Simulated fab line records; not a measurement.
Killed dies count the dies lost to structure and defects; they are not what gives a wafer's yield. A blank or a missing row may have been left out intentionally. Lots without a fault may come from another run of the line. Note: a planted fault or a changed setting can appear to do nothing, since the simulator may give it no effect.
Which tool is to blame? + flow sky130 + 72 wafers from 24 lots sampled at 3 of the route's 708 steps

== WHAT EACH GAUGE READ, for each wafer ==
SKY_NWELL_THK_MEAS_02. Usual: NWELL_OXIDATION_THK gives 10.09 nm (standard deviation 0.2).
| lot  | measured    | on            | NWELL_OXIDATION_THK (nm) | flag |
|------|-------------|---------------|--------------------------|------|
| L074 | day 2 11:24 | film metro-03 | 10.16 10.21 10.08        |      |
| L075 | day 2 17:32 | film metro-04 | 10.27 10.28 10.12        |      |
| L076 | day 2 23:31 | film metro-03 | 10.03 10.19 9.93         |      |
| L077 | day 3 04:16 | film metro-01 | 10.05 10.01 10.10        |      |
| L078 | day 3 10:25 | film metro-03 | 9.99 10.00 9.84          |      |
| L079 | day 3 15:02 | film metro-03 | 9.97 10.04 9.70          |      |
| L080 | day 3 20:02 | film metro-01 | 10.01 9.96 9.81          |      |
| L081 | day 4 02:35 | film metro-01 | 9.91 9.69 9.89           |      |
| L082 | day 4 06:41 | film metro-01 | 9.79 9.76 9.81           |      |
| L083 | day 4 09:20 | film metro-03 | 10.27 10.29 10.34        |      |
| L084 | day 4 15:46 | film metro-03 | 9.92 9.77 9.78           |      |
| L085 | day 4 21:02 | film metro-01 | 10.04 10.05 9.98         |      |
| L086 | day 5 02:18 | film metro-03 | 10.11 10.01 10.09        |      |
| L087 | day 5 07:27 | film metro-03 | 10.46 10.18 10.25        |      |
| L088 | day 5 15:15 | film metro-03 | 10.30 10.29 10.38        |      |
| L089 | day 5 18:10 | film metro-01 | 9.99 10.03 9.94          |      |
| L090 | day 5 23:46 | film metro-04 | 10.12 10.09 10.06        |      |
| L091 | day 6 06:26 | film metro-01 | 10.00 9.85 9.73          |      |
| L092 | day 6 10:50 | film metro-04 | 10.03 9.92 10.05         |      |
| L093 | day 6 13:45 | film metro-01 | 10.34 10.22 10.51        |      |
| L094 | day 6 19:22 | film metro-04 | 10.48 10.29 10.29        |      |
| L095 | day 7 00:11 | film metro-03 | 10.42 10.23 10.28        |      |
| L096 | day 7 05:42 | film metro-03 | 10.27 10.18 10.12        |      |
| L097 | day 7 14:13 | film metro-03 | 10.07 10.14 10.11        |      |

SKY_SD_N_RS_MEAS_17: measurement is done with a four-point probe. Usual: SD_P_RS gives 147.12 ohm/sq (standard deviation 0.29).
| lot  | measured     | on            | SD_P_RS (ohm/sq)     | flag |
|------|--------------|---------------|----------------------|------|
| L074 | day 27 17:47 | film metro-04 | 147.03 146.91 147.21 |      |
| L075 | day 28 05:08 | film metro-04 | 147.19 147.32 147.61 |      |
| L076 | day 28 15:42 | film metro-03 | 146.80 146.67 146.86 |      |
| L077 | day 28 22:09 | film metro-04 | 147.58 147.63 147.65 |      |
| L078 | day 29 13:17 | film metro-02 | 147.16 146.91 147.38 |      |
| L079 | day 29 18:32 | film metro-02 | 146.55 147.19 147.01 |      |
| L080 | day 29 20:10 | film metro-03 | 147.24 147.03 147.30 |      |
| L081 | day 30 05:32 | film metro-04 | 147.17 147.57 147.13 |      |
| L082 | day 30 14:02 | film metro-02 | 146.95 147.13 146.65 |      |
| L083 | day 30 22:53 | film metro-04 | 147.33 147.12 146.80 |      |
| L084 | day 31 06:52 | film metro-04 | 146.95 147.46 147.07 |      |
| L085 | day 31 17:35 | film metro-04 | 147.19 146.89 147.50 |      |
| L086 | day 32 03:09 | film metro-02 | 146.93 147.10 147.12 |      |
| L087 | day 32 14:36 | film metro-04 | 147.11 147.55 147.02 |      |
| L088 | day 32 18:59 | film metro-02 | 146.78 147.32 147.61 |      |
| L089 | day 33 03:19 | film metro-04 | 147.17 147.23 147.16 |      |
| L090 | day 33 05:33 | film metro-04 | 147.11 147.01 147.08 |      |
| L091 | day 33 14:26 | film metro-03 | 146.96 146.64 146.87 |      |
| L092 | day 33 22:41 | film metro-04 | 146.88 147.06 147.28 |      |
| L093 | day 34 01:14 | film metro-02 | 147.37 147.04 146.94 |      |
| L094 | day 34 06:16 | film metro-03 | 146.90 147.57 146.62 |      |
| L095 | day 34 15:27 | film metro-03 | 147.36 147.26 147.66 |      |
| L096 | day 35 01:23 | film metro-03 | 146.95 146.54 146.44 |      |
| L097 | day 35 09:52 | film metro-04 | 147.05 147.03 147.41 |      |

== WHAT TOOL EACH LOT RAN ON (gives the tool, then ch and the chambers of the sampled wafers, and finally the start) ==
| lot  | SKY_LDD_P_STRIP_10                   |
|------|--------------------------------------|
| L074 | plasma asher-01 ch 0,1, day 18 19:11 |
| L075 | plasma asher-01 ch 0,1, day 19 08:07 |
| L076 | plasma asher-03 ch 0,1, day 19 20:37 |
| L077 | plasma asher-03 ch 0,1, day 20 03:17 |
| L078 | plasma asher-01 ch 0,1, day 20 19:46 |
| L079 | plasma asher-01 ch 0,1, day 21 01:46 |
| L080 | plasma asher-04 ch 0,1, day 21 03:22 |
| L081 | plasma asher-03 ch 0,1, day 21 14:25 |
| L082 | plasma asher-03 ch 0,1, day 21 22:01 |
| L083 | plasma asher-03 ch 0,1, day 22 09:07 |
| L084 | plasma asher-04 ch 0,1, day 22 19:58 |
| L085 | plasma asher-01 ch 0,1, day 23 04:41 |
| L086 | plasma asher-04 ch 0,1, day 23 14:49 |
| L087 | plasma asher-03 ch 0,1, day 23 23:52 |
| L088 | plasma asher-04 ch 0,1, day 24 11:07 |
| L089 | plasma asher-03 ch 0,1, day 24 19:04 |
| L090 | plasma asher-03 ch 0,1, day 24 21:02 |
| L091 | plasma asher-03 ch 0,1, day 25 08:55 |
| L092 | plasma asher-04 ch 0,1, day 25 15:58 |
| L093 | plasma asher-04 ch 0,1, day 25 20:49 |
| L094 | plasma asher-03 ch 0,1, day 26 00:08 |
| L095 | plasma asher-03 ch 0,1, day 26 13:46 |
| L096 | plasma asher-01 ch 0,1, day 26 21:03 |
| L097 | plasma asher-04 ch 0,1, day 27 08:31 |
- SKY_LDD_P_STRIP_10: strips in O2/N2.

== AS READ BY THE TOOLS THEMSELVES (means over the sampled wafers that have a number; for cases with no such wafer, the mark the record gives instead) ==
SKY_LDD_P_STRIP_10. Usual: chamber pressure mTorr 1500.1 mTorr, standard deviation 1.2; drypump motor current A 5.7 A, standard deviation 0.39; o2 flow sccm 3000 sccm, standard deviation 10; oes product au 0.715 a.u., standard deviation 0.0044; strip time to endpoint s 14.16 s, standard deviation 0.037.
| lot  | tool            | chamber pressure mTorr (mTorr) | drypump motor current A (A) | o2 flow sccm (sccm) | oes product au (a.u.) | strip time to endpoint s (s) | flag |
|------|-----------------|--------------------------------|-----------------------------|---------------------|-----------------------|------------------------------|------|
| L074 | plasma asher-01 | 1500.5                         | 5.9                         | 2993                | 0.715                 | 14.22                        |      |
| L075 | plasma asher-01 | 1500.1                         | 5.9                         | 3005                | 0.711                 | 14.22                        |      |
| L076 | plasma asher-03 | 1499.9                         | 5.9                         | 3005                | 0.718                 | 14.17                        |      |
| L077 | plasma asher-03 | 1499.2                         | 5.8                         | 2996                | 0.718                 | 14.15                        |      |
| L078 | plasma asher-01 | 1500.8                         | 6.0                         | 2989                | 0.719                 | 14.17                        |      |
| L079 | plasma asher-01 | 1500.4                         | 5.9                         | 3002                | 0.714                 | 14.15                        |      |
| L080 | plasma asher-04 | 1500.0                         | 5.5                         | 3012                | 0.714                 | 14.16                        |      |
| L081 | plasma asher-03 | 1500.4                         | 5.9                         | 3009                | 0.714                 | 14.10                        |      |
| L082 | plasma asher-03 | 1499.5                         | 5.7                         | 3004                | 0.716                 | 14.19                        |      |
| L083 | plasma asher-03 | 1500.1                         | 5.8                         | 2995                | 0.713                 | 14.17                        |      |
| L084 | plasma asher-04 | 1499.4                         | 5.5                         | 3000                | 0.714                 | 14.19                        |      |
| L085 | plasma asher-01 | 1500.3                         | 5.9                         | 2998                | 0.715                 | 14.15                        |      |
| L086 | plasma asher-04 | 1499.4                         | 5.2                         | 2989                | 0.712                 | 14.13                        |      |
| L087 | plasma asher-03 | 1500.1                         | 5.7                         | 3007                | 0.719                 | 14.18                        |      |
| L088 | plasma asher-04 | 1500.2                         | 5.2                         | 2997                | 0.715                 | 14.17                        |      |
| L089 | plasma asher-03 | 1501.8                         | 5.8                         | 3006                | 0.714                 | 14.15                        |      |
| L090 | plasma asher-03 | 1500.5                         | 5.8                         | 3013                | 0.720                 | 14.14                        |      |
| L091 | plasma asher-03 | 1499.9                         | 5.8                         | 2989                | 0.713                 | 14.09                        |      |
| L092 | plasma asher-04 | 1498.2                         | 5.5                         | 2983                | 0.716                 | 14.16                        |      |
| L093 | plasma asher-04 | 1500.2                         | 5.2                         | 2998                | 0.712                 | 14.18                        |      |
| L094 | plasma asher-03 | 1500.8                         | 5.7                         | 3004                | 0.714                 | 14.17                        |      |
| L095 | plasma asher-03 | 1500.5                         | 5.9                         | 2995                | 0.716                 | 14.20                        |      |
| L096 | plasma asher-01 | 1501.2                         | 5.9                         | 3001                | 0.710                 | 14.15                        |      |
| L097 | plasma asher-04 | 1498.8                         | 5.5                         | 3004                | 0.713                 | 14.20                        |      |

== THE ANSWER, worked out from the rows above alone ==
Rule: a lot is off if the mean of its wafers that have a number lies more than 3 standard deviations from the usual mean. Also off: a lot with no number at a reading for which 4 or more lots have one. The other lots that the step has rows for count as sound. The gauges are gone through in route order, then the tools' own readings, and for those a lot's mean is taken as printed above. The first step at which some lot is off is used, and at that step the reading that is off furthest; a lot without a number counts as furthest.
None of the lots is off at any reading shown; this tells nothing.

== WHAT THE SIMULATOR HAD PUT IN ==
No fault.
